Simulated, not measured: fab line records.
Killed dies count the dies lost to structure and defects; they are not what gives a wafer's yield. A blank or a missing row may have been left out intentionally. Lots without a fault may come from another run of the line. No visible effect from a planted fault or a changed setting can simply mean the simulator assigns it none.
Split-lot study | flow sky130 | 23 wafers read from 5 lots, route of 708 steps

## ON THE SPLIT
At SKY_POLY_GATE_IMPLANT_02, the setting energy-kev was moved away from the recipe's 30 on 9 of the 23 wafers read, by -5.6% to +5.2%. For the rest of the wafers, this setting stayed at what the recipe calls for.

Reading taken at the split's own step.

## THE READING
In nm, at SKY_POLY_GATE_IMPLANT_02: implant.drp-nm, which is the simulator's own figure and was read by no gauge. There is no usual value for it anywhere in the file.

wafer  | tool, chamber at the split | energy-kev as run | against the recipe | implant.drp-nm, nm | against lot-mates on the recipe
L074.1 | implanter-02, 0            | 30                | recipe             | 16.6               | -
L074.3 | implanter-02, 0            | 30                | recipe             | 16.6               | -
L074.5 | implanter-02, 0            | 30                | recipe             | 16.6               | -
L074.2 | implanter-02, 0            | 30.58             | +1.9%              | 16.87              | +0.27
L074.4 | implanter-02, 0            | 30.58             | +1.9%              | 16.87              | +0.27
L076.1 | implanter-04, 0            | 31.56             | +5.2%              | 17.32              | +0.72
L076.6 | implanter-04, 0            | 31.56             | +5.2%              | 17.32              | +0.72
L076.2 | implanter-04, 0            | 30                | recipe             | 16.6               | -
L076.3 | implanter-04, 0            | 30                | recipe             | 16.6               | -
L076.5 | implanter-04, 0            | 30                | recipe             | 16.6               | -
L079.1 | implanter-02, 0            | 30                | recipe             | 16.6               | -
L079.3 | implanter-02, 0            | 30                | recipe             | 16.6               | -
L079.5 | implanter-02, 0            | 30                | recipe             | 16.6               | -
L082.1 | implanter-04, 0            | 28.33             | -5.6%              | 16.04              | -0.56
L082.4 | implanter-04, 0            | 28.33             | -5.6%              | 16.04              | -0.56
L082.6 | implanter-04, 0            | 28.33             | -5.6%              | 16.04              | -0.56
L082.2 | implanter-04, 0            | 30                | recipe             | 16.6               | -
L082.5 | implanter-04, 0            | 30                | recipe             | 16.6               | -
L084.1 | implanter-02, 0            | 30                | recipe             | 16.6               | -
L084.4 | implanter-02, 0            | 30                | recipe             | 16.6               | -
L084.5 | implanter-02, 0            | 30                | recipe             | 16.6               | -
L084.2 | implanter-02, 0            | 31.53             | +5.1%              | 17.31              | +0.71
L084.6 | implanter-02, 0            | 31.53             | +5.1%              | 17.31              | +0.71

THE FIT
A straight line over all 23 wafers: implant.drp-nm changes by +0.12 nm for each +1% of energy-kev; r = +0.99; the points scatter about the line by 0.048 nm.
The same after taking each lot's own level away (the mean of its wafers on the recipe; 23 wafers): +0.12 nm for each +1%; r = +0.99; scatter 0.048 nm.
The reading moves by 0.67 nm for the largest change in energy-kev, on that fit.
The lots' own levels span 16.600 to 16.600 nm.
The two slopes agree, so the slope changes little with the lot-to-lot level.
Check: -0.657 nm against its lot-mates is what the line predicts for one of the wafers moved furthest among these (-5.6%) when that wafer is left out of the fit. It came out at -0.56 nm against them.

## FURTHER SPLITS ON THESE WAFERS
These wafers also went through other splits before the reading. Each is held against what the fit with the lots' levels taken away leaves over:
other split on the same wafers       | wafers away from the commonest value | r with implant.drp-nm (lot level and that fit taken away)
SKY_VT_ADJUST_PCH_COAT_02 spin-rpm   | 5                                    | +0.20
SKY_VT_ADJUST_PCH_STRIP_09 power-w   | 5                                    | +0.19
SKY_SONOS_ONO_OXIDATION_00 ox-time-s | 15                                   | +0.08
SKY_GATE_OXIDE_COAT_05 resist-thk-nm | 5                                    | -0.22
SKY_GATE_OXIDE_IMPLANT_11 energy-kev | 7                                    | -0.08

## THE WHOLE CHAIN: every reading that the file lists as answering this split, in the file's order
step                     | what it does    | reading                                                         | change (the file's fit)               | r (the file's)
SKY_POLY_GATE_IMPLANT_02 |                 | implant.rp-nm (the simulator's own value, which no gauge read)  | +0.319 nm for each +1% of the setting | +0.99
SKY_POLY_GATE_IMPLANT_02 |                 | implant.drp-nm (the simulator's own value, which no gauge read) | +0.126 nm for each +1% of the setting | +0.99
SKY_RES_PROTECT_STRIP_07 | strips in O2/N2 | strip-time-to-endpoint-s                                        | withheld for each +1% of the setting  | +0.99

## THE FILE'S OWN FIT
implant.drp-nm changes by +0.126 nm for each +1% of energy-kev, r = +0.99.
